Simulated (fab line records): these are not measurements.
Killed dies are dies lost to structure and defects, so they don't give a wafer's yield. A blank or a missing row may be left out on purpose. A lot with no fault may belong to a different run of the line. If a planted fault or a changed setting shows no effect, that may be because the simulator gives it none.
Matching of chambers | flow gf180mcu | rieDiel-01 running GF_CONTACT_ETCH_16: 4 sister chambers
The step etches BARC in N2/H2. 14 wafers are shown with their chamber, then 7 later ones without.

== WAFERS, EACH WITH ITS CHAMBER ==
wafer  | chamber | drypumpMotorCurrentA (A) | throttleValvePct (%) | h2FlowSccm (sccm)
L572.3 | 1       | 6.3                      | 13.224               | 201.2
L572.5 | 1       | 6.3                      | 13.227               | 200.8
L572.6 | 0       | 5.9                      | 13.224               | 200.0
L577.2 | 0       | 5.9                      | 13.232               | 199.7
L577.3 | 2       | 6.6                      | 13.224               | 199.7
L577.6 | 1       | 6.3                      | 13.216               | 200.6
L580.1 | 1       | 6.3                      | 13.221               | 200.9
L580.4 | 2       | 6.6                      | 13.242               | 200.5
L580.6 | 3       | 5.0                      | 13.217               | 199.7
L581.3 | 0       | 5.9                      | 13.224               | 199.3
L581.4 | 2       | 6.6                      | 13.238               | 200.2
L581.5 | 0       | 6.0                      | 13.225               | 199.6
L583.1 | 0       | 5.9                      | 13.232               | 200.3
L583.2 | 1       | 6.3                      | 13.209               | 199.5

SIGNATURES, as means of the wafers listed above
reading              | chamber 0 | chamber 1 | chamber 2 | chamber 3 | scatter within a chamber
drypumpMotorCurrentA | 5.920     | 6.300     | 6.600     | 5.000     | 0.0283
throttleValvePct     | 13.22740  | 13.21940  | 13.23467  | 13.21700  | 0.00672
h2FlowSccm           | 199.780   | 200.600   | 200.133   | 199.700   | 0.511
Rule: for each reading, subtract the chamber's mean from the wafer's reading, divide by that reading's scatter and square the result; add these up over the readings and take the root, which gives the wafer's distance from the chamber. If the next closest chamber is less than 2 further off than the closest, the wafer can't be placed; otherwise it belongs to the closest. The scatter: the root of (the sum of the squares of (reading less its chamber's mean) over the shown wafers, divided by (wafers less chambers)).

== WAFERS MISSING THEIR CHAMBER ==
wafer  | drypumpMotorCurrentA (A) | throttleValvePct (%) | h2FlowSccm (sccm)
L583.6 | 6.5                      | 13.205               | 199.5
L587.1 | 5.9                      | 13.231               | 200.8
L587.2 | 6.6                      | 13.215               | 200.2
L587.5 | 5.0                      | 13.218               | 200.8
L591.2 | 6.4                      | 13.229               | 200.2
L591.3 | 5.9                      | 13.235               | 199.9
L591.4 | 6.5                      | 13.231               | 199.8

== EACH ONE'S CHAMBER ==
wafer  | from the rows above     | in truth
L583.6 | can't be placed: 2 or 1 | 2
L587.1 | 0                       | 0
L587.2 | 2                       | 2
L587.5 | 3                       | 3
L591.2 | 1                       | 1
L591.3 | 0                       | 0
L591.4 | 2                       | 2
Placed correctly: 6 of 7. These rows do not allow placing 1 (true chamber among the candidates in 1). Number placed wrongly: 0.
